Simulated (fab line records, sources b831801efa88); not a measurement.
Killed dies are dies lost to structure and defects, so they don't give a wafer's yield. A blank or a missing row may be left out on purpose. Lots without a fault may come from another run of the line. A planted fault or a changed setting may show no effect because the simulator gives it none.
Split-lot experiment | flow sky130 | 5 lots, 23 wafers read, on a route of 708 steps

THE SPLIT
At SKY_FIELD_ISO_OXIDATION_22 (stabilise 600 s, purge 300 s, target thk 10 nm), the setting ox_time_s was moved away from the recipe's 623 s on 15 of the 23 wafers read, by -14.7% to +9.7%. The other wafers ran this setting at the recipe's value.

The file shows no step between the split and the reading.

THE READING
FIELD_ISO_OXIDATION_01_THK, in nm, at SKY_FIELD_ISO_THK_MEAS_23. Fault-free wafers of this fab line usually give 10.08 nm, standard deviation 0.21 nm.

wafer  | tool, chamber at the split | ox_time_s as run, s | against the recipe | FIELD_ISO_OXIDATION_01_THK, nm | against lot-mates on the recipe
L078.2 | furnace-01, 0              | 623                 | recipe             | 10.21                          | -
L078.3 | furnace-01, 0              | 623                 | recipe             | 10.30                          | -
L078.6 | furnace-01, 0              | 623                 | recipe             | 10.25                          | -
L079.1 | -, -                       | 683.4               | +9.7%              | 10.92                          | no lot-mate on the recipe
L079.2 | -, -                       | 683.4               | +9.7%              | 10.87                          | no lot-mate on the recipe
L079.4 | -, -                       | 683.4               | +9.7%              | 10.86                          | no lot-mate on the recipe
L079.5 | -, -                       | 683.4               | +9.7%              | 10.89                          | no lot-mate on the recipe
L079.6 | -, -                       | 683.4               | +9.7%              | 11.06                          | no lot-mate on the recipe
L080.1 | -, -                       | 623                 | recipe             | 9.88                           | -
L080.2 | -, -                       | 623                 | recipe             | 9.88                           | -
L080.4 | -, -                       | 623                 | recipe             | 9.82                           | -
L080.5 | -, -                       | 623                 | recipe             | 9.77                           | -
L080.6 | -, -                       | 623                 | recipe             | 9.95                           | -
L081.1 | -, -                       | 533.5               | -14.4%             | 9.01                           | no lot-mate on the recipe
L081.2 | -, -                       | 533.5               | -14.4%             | 8.83                           | no lot-mate on the recipe
L081.3 | -, -                       | 533.5               | -14.4%             | 8.95                           | no lot-mate on the recipe
L081.4 | -, -                       | 533.5               | -14.4%             | 9.03                           | no lot-mate on the recipe
L081.5 | -, -                       | 533.5               | -14.4%             | 8.96                           | no lot-mate on the recipe
L085.1 | -, -                       | 531.4               | -14.7%             | 9.20                           | no lot-mate on the recipe
L085.2 | -, -                       | 531.4               | -14.7%             | 8.98                           | no lot-mate on the recipe
L085.3 | -, -                       | 531.4               | -14.7%             | 9.01                           | no lot-mate on the recipe
L085.4 | -, -                       | 531.4               | -14.7%             | 9.12                           | no lot-mate on the recipe
L085.5 | -, -                       | 531.4               | -14.7%             | 9.13                           | no lot-mate on the recipe

THE FIT
A straight line over all 23 wafers: FIELD_ISO_OXIDATION_01_THK changes by +0.0759 nm for each +1% of ox_time_s; r = +0.98; the points scatter about the line by 0.16 nm.
Too few moved wafers have a lot-mate on the recipe to fit a line with each lot's own level taken away.

THE WHOLE CHAIN: every reading that the file lists as answering this split, in the file's order
step                       | what it does                                   | reading                                                                                | change (the file's fit)                | r (the file's)
SKY_FIELD_ISO_OXIDATION_22 | stabilise 600 s, purge 300 s, target thk 10 nm | SiO2_of_FIELD_ISO_OXIDATION_22.thk_nm (the simulator's own value, which no gauge read) | +0.0751 nm for each +1% of the setting | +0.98
SKY_FIELD_ISO_THK_MEAS_23  |                                                | FIELD_ISO_OXIDATION_01_THK                                                             | +0.076 for each +1% of the setting     | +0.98

THE FILE'S OWN FIT
FIELD_ISO_OXIDATION_01_THK changes by +0.076 nm for each +1% of ox_time_s, r = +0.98.
